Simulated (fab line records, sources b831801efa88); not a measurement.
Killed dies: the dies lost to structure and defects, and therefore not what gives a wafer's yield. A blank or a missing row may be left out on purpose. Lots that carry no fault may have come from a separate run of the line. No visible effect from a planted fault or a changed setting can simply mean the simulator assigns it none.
8D (eight disciplines) problem report, filled in by code / flow gf180mcu / the parts of the form that need people (team, actions taken, sign-off) are left out

1. THE PROBLEM
Across 6 wafers from 2 lots, NSD_RS at GF_PSD_RS_MEAS_14 averages 42.39 ohm/sq, while fault-free wafers read 46.11 ohm/sq with a standard deviation of 0.093. Measured from the usual mean, that is -40 standard deviations.
The step: measures by four-point-probe.
First seen on wafer L466.1, day 19 23:58, on film-metro-04. Wafers with a number at this step in the record: 39, from 13 lots. Rule for "out", or "out of limits": more than 4 standard deviations from the usual mean. The rest of the wafers with a number are treated as sound.

2. WHAT IT IS AND WHAT IT IS NOT
question=which readings at this step | is=NSD_RS | is not=-
question=which lots | is=L466, L468 | is not=L450, L452, L455, L456, L457, L458, L467, L469, L470, L471, L472
question=which wafers of those lots | is=all that have a number | is not=-
question=read on which gauges | is=film-metro-03, film-metro-04 | is not=film-metro-01
question=when | is=from day 19 23:58 | is not=up to then (18 sound wafers); but 15 sound wafers of L467, L469, L470, L471, L472 came after

3. THE SUSPECTS, EACH WITH WHAT RULES IT OUT
Counting: a tool stays on the suspect list if, at a process step up to the reading, it processed all lots that are out and no sound lot following the first of them.
- ruled out: the gauge at GF_PSD_RS_MEAS_14. 2 gauges (film-metro-03, film-metro-04) read the wafers that are out.
- rtp-anneal-01 at GF_PSD_RTA_13 (time 20 s): kept. All lots that are out passed through it, beginning with L466 at day 19 23:53, and no sound lot followed; its final sound lot before that point was L457 at day 16 22:07. Its own readings are out on those wafers: wafer_temp_C_max.
The count leaves rtp-anneal-01 at GF_PSD_RTA_13.

4. THE CAUSE (what the simulator had put in)
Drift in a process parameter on rtp-anneal-01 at GF_PSD_RTA_13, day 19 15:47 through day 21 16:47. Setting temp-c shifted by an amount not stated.
After counting, this tool was the only one left.

5. SEQUENCE OF EFFECTS, ordered by route
Rows list readings where the struck wafers' mean (over those with a number) sits beyond 3 standard deviations from the usual. Scope: only readings with a usual standard deviation given in the record; hours: median across lots of the time from each lot's start at the first step in this table that gives one to its start at this step; sigmas: change in usual standard deviations.
hours=0; step=GF_PSD_RTA_13; reading=wafer_temp_C_max; usual=1030.1; on struck wafers=1056.6; change=+26.5; sigmas=+19
hours=0; step=GF_PSD_RS_MEAS_14; reading=NSD_RS; usual=46.11 ohm/sq; on struck wafers=42.39; change=-3.72; sigmas=-40
hours=0; step=GF_PSD_RS_MEAS_15; reading=PSD_RS; usual=108.57 ohm/sq; on struck wafers=98.05; change=-10.52; sigmas=-36
Its process steps:
- GF_PSD_RTA_13: time 20 s.

6. WHAT WOULD HAVE CAUGHT IT SOONER
The first out-of-limits reading at a measuring or inspecting step in this record came at day 19 23:58, 8 hours after the fault's start at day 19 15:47.
Tool's own readings at GF_PSD_RTA_13, wafer_temp_C_max: out on all struck wafers the step has rows for; an alarm limit on them would have tripped on the first.
Of the lots that are out (2), L468 began GF_PSD_RTA_13 on rtp-anneal-01 after day 19 23:58. Holding the tool at that time would have saved it.
